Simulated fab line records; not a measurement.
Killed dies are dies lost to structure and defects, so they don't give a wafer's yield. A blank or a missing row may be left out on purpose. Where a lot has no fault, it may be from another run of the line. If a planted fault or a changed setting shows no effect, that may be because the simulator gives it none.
Which of the tools did it? -- flow sky130 -- 6 lots, 18 wafers sampled, at 2 steps of a route of 708

== WHAT THE GAUGES READ, wafer by wafer ==
SKY_LI_CONTACT_CD_MEAS_12: the cd target is 170 nm.
lot,measured,on,cdNm (nm)
L429,day 29 19:43,cdSem-01,169.5 171.5 170.0
L432,day 30 16:44,cdSem-01,172.2 169.0 171.3
L433,day 31 01:59,cdSem-02,169.7 168.8 169.4
L436,day 31 19:58,cdSem-01,169.6 170.9 168.6
L442,day 34 01:37,cdSem-02,172.0 171.7 173.4
L449,day 35 17:30,cdSem-01,171.9 171.9 170.8

== WHICH TOOL RAN EACH LOT (tool, then ch and the chambers of the sampled wafers, then the start) ==
lot,SKY_LI_CONTACT_CMP_02
L429,"cmp-01 ch 1,2,3, day 28 14:59"
L432,"cmp-01 ch 1,2,3, day 29 12:18"
L433,"cmp-02 ch 2,3, day 29 21:33"
L436,"cmp-01 ch 0,2,3, day 30 15:41"
L442,"cmp-02 ch 0,2,3, day 32 22:04"
L449,"cmp-02 ch 1,2,3, day 34 14:41"
- SKY_LI_CONTACT_CMP_02: polishes PSG.

== THE ANSWER, worked out from the rows above alone ==
Rule: what is usual is taken from the lots themselves. The widest of any qualifying gaps counts: lots, ordered by their means at a reading, are off when they make up no more than a third of the lots, leave a main group of 4 or more, and stand apart from it by 3 or more times the standard deviation of that group's means. Not used: any main group whose means are identical at the precision the tables above print for the reading. A lot without any number at a reading at which 4 lots or more have one is off too. The other lots that the step has rows for count as sound.
Across all readings shown, no lot is off: no conclusion can be drawn from this.

== WHAT WAS PUT IN BY THE SIMULATOR ==
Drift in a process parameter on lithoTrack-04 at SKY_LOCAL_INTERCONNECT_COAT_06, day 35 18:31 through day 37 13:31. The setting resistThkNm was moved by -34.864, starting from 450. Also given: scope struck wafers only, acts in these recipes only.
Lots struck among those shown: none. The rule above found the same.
